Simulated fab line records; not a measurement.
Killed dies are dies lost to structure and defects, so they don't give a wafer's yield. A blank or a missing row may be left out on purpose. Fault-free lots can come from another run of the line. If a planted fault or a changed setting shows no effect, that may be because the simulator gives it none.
Problem report in the 8D (eight disciplines) form, filled by code || flow gf180mcu || the parts of the form that need people (team, actions taken, sign-off) are left out

== 1. THE ISSUE ==
Mean MIM_ALCU_RS at GF_MIM_RS_MEAS_10: 0.1462 ohm/sq over 6 wafers in 2 lots; fault-free wafers: 0.1610 ohm/sq, standard deviation 0.002. That puts it -7.4 standard deviations away from the usual mean.
The step: measures by four-point-probe.
First seen on wafer L201.1, day 30 10:13, on film_metro-02. The record has a number at this step for 30 wafers belonging to 10 lots. Rule for "out", or "out of limits": more than 4 standard deviations from the usual mean. The other wafers with a number count as sound.

== 2. WHAT IT IS AND WHAT IT IS NOT ==
{"question": "which readings at this step", "is": "MIM_ALCU_RS", "is not": "-"}
{"question": "which lots", "is": "L201, L202", "is not": "L183, L185, L186, L190, L191, L193, L195, L205"}
{"question": "which wafers of those lots", "is": "all that have a number", "is not": "-"}
{"question": "read on which gauges", "is": "film_metro-02, film_metro-04", "is not": "film_metro-01"}
{"question": "when", "is": "from day 30 10:13", "is not": "up to then (21 sound wafers); but 3 sound wafers of L205 came after"}

== 3. WHAT RULES OUT EACH SUSPECT ==
Counting: any tool at a process step up to the reading is kept as a suspect provided that every lot that is out went through it and no sound lot did after the first of them.
- the gauge at GF_MIM_RS_MEAS_10 is ruled out. 2 gauges (film_metro-02, film_metro-04) read the wafers that are out.
- pvd_sputter-02 at GF_MIM_SPUTTER_01 (material TiN, target thk 30 nm, time 25 s): kept. It processed each lot that is out, first L201 at day 30 09:54, and no sound lot thereafter; up to then, the last sound lot it processed was L195 at day 28 11:52.
- pvd_sputter-01 at GF_MIM_SPUTTER_08 (material AlCu, target thk 200 nm, time 10.6 s): kept. It processed each lot that is out, first L201 at day 30 10:10, and no sound lot thereafter; up to then, the last sound lot it processed was L195 at day 28 12:08. Its own cathode_dc_power_W readings are out on those wafers.
Remaining after the count are pvd_sputter-02 at GF_MIM_SPUTTER_01 and pvd_sputter-01 at GF_MIM_SPUTTER_08.

== 4. THE CAUSE (what the simulator had put in) ==
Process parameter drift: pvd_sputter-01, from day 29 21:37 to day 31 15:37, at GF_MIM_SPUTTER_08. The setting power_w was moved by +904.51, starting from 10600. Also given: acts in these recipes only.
2 suspects survive the count, and this tool is in that group.

== 5. THE CHAIN OF EFFECTS, in route order ==
One row per reading whose mean, taken over the struck wafers that have a number, lies over 3 standard deviations from the usual. Readings are gone through only where the record gives a usual standard deviation; hours: the median, over the lots, of the time from a lot's start at the first step in this table giving one to that lot's start at this step; sigmas: the change measured in usual standard deviations.
{"hours": 0, "step": "GF_MIM_SPUTTER_08", "reading": "cathode_dc_power_W", "usual": "10600 W", "on struck wafers": 11505, "change": "+905", "sigmas": "+99 or more"}
{"hours": 0, "step": "GF_MIM_RS_MEAS_10", "reading": "MIM_ALCU_RS", "usual": "0.1610 ohm/sq", "on struck wafers": 0.1462, "change": -0.0148, "sigmas": -7.4}
{"hours": 0, "step": "GF_MIM_THK_MEAS_11", "reading": "MIM_ALCU_THK", "usual": "199.0 nm", "on struck wafers": 218.2, "change": "+19.2", "sigmas": "+7.4"}
{"hours": 18, "step": "GF_MIM_METAL_ETCH_19", "reading": "oes_product_au", "usual": "0.939 a.u.", "on struck wafers": 0.975, "change": "+0.036", "sigmas": "+5.7"}
{"hours": 18, "step": "GF_MIM_METAL_ETCH_19", "reading": "throttle_valve_pct", "usual": "28.286 %", "on struck wafers": 28.242, "change": -0.044, "sigmas": -4.0}
Its process steps:
- GF_MIM_SPUTTER_08: material AlCu, target thk 200 nm, time 10.6 s.
- GF_MIM_METAL_ETCH_19: etches the open film in Cl2/BCl3, stops on Si3N4, target depth 324.5 nm, time 54.1 s.

== 6. HOW IT WOULD HAVE BEEN CAUGHT EARLIER ==
In this record the first reading out of limits at a measuring or inspecting step was taken at day 30 10:13, 13 hours after the fault began at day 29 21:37.
The tool's own readings at GF_MIM_SPUTTER_08 were out on every struck wafer that the step has a row for (cathode_dc_power_W): an alarm limit on them would have fired on the first of those.
Lots out: 2; of these, L202 started GF_MIM_SPUTTER_08 on pvd_sputter-01 after day 30 10:13. Holding the tool at that time would have saved it.
